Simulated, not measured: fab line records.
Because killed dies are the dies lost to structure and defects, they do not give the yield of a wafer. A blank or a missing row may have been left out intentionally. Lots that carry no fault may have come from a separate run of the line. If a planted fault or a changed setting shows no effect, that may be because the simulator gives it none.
Commonality check across tools :: flow gf180mcu :: 45 wafers sampled across 13 lots

## WHY THIS WAS OPENED
At GF_HV_LDD_TW_MEAS_38 the reading HV_LDD_3_TW is flagged on 2 of 13 lots. Wafers without a fault read 1449, standard deviation 11.
Rule: a lot is flagged in two cases, either no wafer of it has a number, or all its wafers with numbers fall more than 4 standard deviations from that mean. The other lots count as sound.

lot: L558
measured: day 12 01:37
on: filmMetro-03
HV_LDD_3_TW, wafer by wafer: 1454 1451 1450
flag: 

lot: L559
measured: day 12 07:07
on: filmMetro-01
HV_LDD_3_TW, wafer by wafer: 1437 1438 1434
flag: 

lot: L561
measured: day 12 17:26
on: filmMetro-01
HV_LDD_3_TW, wafer by wafer: 1436 1440 1437
flag: 

lot: L564
measured: day 13 19:37
on: filmMetro-03
HV_LDD_3_TW, wafer by wafer: 1445 1432 1446
flag: 

lot: L565
measured: day 14 02:38
on: filmMetro-03
HV_LDD_3_TW, wafer by wafer: 1457 1454 1458
flag: 

lot: L566
measured: day 14 10:12
on: filmMetro-03
HV_LDD_3_TW, wafer by wafer: 1449 1449 1455
flag: 

lot: L568
measured: day 15 00:58
on: filmMetro-02
HV_LDD_3_TW, wafer by wafer: 1462 1459 1472
flag: 

lot: L569
measured: day 15 07:25
on: filmMetro-03
HV_LDD_3_TW, wafer by wafer: 1450 1446 1453
flag: 

lot: L572
measured: day 16 08:19
on: filmMetro-02
HV_LDD_3_TW, wafer by wafer: 1337 1340 1344 1343 1344 1341
flag: FLAGGED

lot: L573
measured: day 16 18:51
on: filmMetro-02
HV_LDD_3_TW, wafer by wafer: 1337 1340 1349 1348 1337 1344
flag: FLAGGED

lot: L576
measured: day 17 20:29
on: filmMetro-01
HV_LDD_3_TW, wafer by wafer: 1436 1445 1440
flag: 

lot: L578
measured: day 18 10:01
on: filmMetro-02
HV_LDD_3_TW, wafer by wafer: 1454 1457 1454
flag: 

lot: L580
measured: day 18 23:00
on: filmMetro-03
HV_LDD_3_TW, wafer by wafer: 1436 1439 1434
flag: 
On average the flagged lots' numbers are 1342, which is -107 against the usual, or -10 standard deviations.

## LOT BY LOT: THE TOOL USED
The record holds 1 process step before the reading, out of a route of 602 steps. In each cell: the tool, then ch and the chambers that the sampled wafers went through, then the start.
lot: L558
flag: 
GF_HV_LDD_IMPLANT_35: implanter-04 ch 0, day 12 01:14

lot: L559
flag: 
GF_HV_LDD_IMPLANT_35: implanter-01 ch 0, day 12 06:43

lot: L561
flag: 
GF_HV_LDD_IMPLANT_35: implanter-02 ch 0, day 12 17:05

lot: L564
flag: 
GF_HV_LDD_IMPLANT_35: implanter-04 ch 0, day 13 19:13

lot: L565
flag: 
GF_HV_LDD_IMPLANT_35: implanter-04 ch 0, day 14 02:17

lot: L566
flag: 
GF_HV_LDD_IMPLANT_35: implanter-02 ch 0, day 14 09:48

lot: L568
flag: 
GF_HV_LDD_IMPLANT_35: implanter-04 ch 0, day 15 00:34

lot: L569
flag: 
GF_HV_LDD_IMPLANT_35: implanter-04 ch 0, day 15 07:01

lot: L572
flag: FLAGGED
GF_HV_LDD_IMPLANT_35: implanter-04 ch 0, day 16 07:39

lot: L573
flag: FLAGGED
GF_HV_LDD_IMPLANT_35: implanter-04 ch 0, day 16 18:09

lot: L576
flag: 
GF_HV_LDD_IMPLANT_35: implanter-01 ch 0, day 17 20:05

lot: L578
flag: 
GF_HV_LDD_IMPLANT_35: implanter-02 ch 0, day 18 09:37

lot: L580
flag: 
GF_HV_LDD_IMPLANT_35: implanter-02 ch 0, day 18 22:36
What these steps do:
- GF_HV_LDD_IMPLANT_35
- GF_HV_LDD_TW_MEAS_38

## FLAGGED OVER TOTAL, TOOL BY TOOL (the gauges that took the reading come last)
step: GF_HV_LDD_IMPLANT_35
tool: implanter-01
lots run: 2
flagged: 0
share of the flagged lots: none
sound lots run after its first flagged lot: -

step: GF_HV_LDD_IMPLANT_35
tool: implanter-02
lots run: 4
flagged: 0
share of the flagged lots: none
sound lots run after its first flagged lot: -

step: GF_HV_LDD_IMPLANT_35
tool: implanter-04
lots run: 7
flagged: 2
share of the flagged lots: all
sound lots run after its first flagged lot: 0

step: GF_HV_LDD_TW_MEAS_38
tool: filmMetro-01
lots run: 3
flagged: 0
share of the flagged lots: none
sound lots run after its first flagged lot: -

step: GF_HV_LDD_TW_MEAS_38
tool: filmMetro-02
lots run: 4
flagged: 2
share of the flagged lots: all
sound lots run after its first flagged lot: 1 (L578)

step: GF_HV_LDD_TW_MEAS_38
tool: filmMetro-03
lots run: 6
flagged: 0
share of the flagged lots: none
sound lots run after its first flagged lot: -

## THE TABLE: WHAT IT ALLOWS
Every flagged lot went through 2 rows of the table: implanter-04 at GF_HV_LDD_IMPLANT_35 and filmMetro-02 at GF_HV_LDD_TW_MEAS_38.
- implanter-04 at GF_HV_LDD_IMPLANT_35 ran 7 lots, 2 of them flagged. It ran its last sound lot, L569, at day 15 07:01 and its first flagged lot, L572, at day 16 07:39: a fault with its onset between the two fits. Its own readings lie more than 4 standard deviations out on every wafer of the flagged lots: doseIonsCm2, faradayCurrentUA.
- filmMetro-02 at GF_HV_LDD_TW_MEAS_38 ran 4 lots, 2 of them flagged. Lots that were sound ran on it after the first flagged one (L578); a persistent fault on the entire tool would not allow that.
What remains is a single tool, implanter-04 at GF_HV_LDD_IMPLANT_35.

## WHAT HAD BEEN PUT IN BY THE SIMULATOR
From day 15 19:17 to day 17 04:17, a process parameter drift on implanter-04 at GF_HV_LDD_IMPLANT_35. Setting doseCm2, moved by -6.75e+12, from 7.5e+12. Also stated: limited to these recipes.
Lots struck among those shown: L572, L573. Same finding as the rule above.
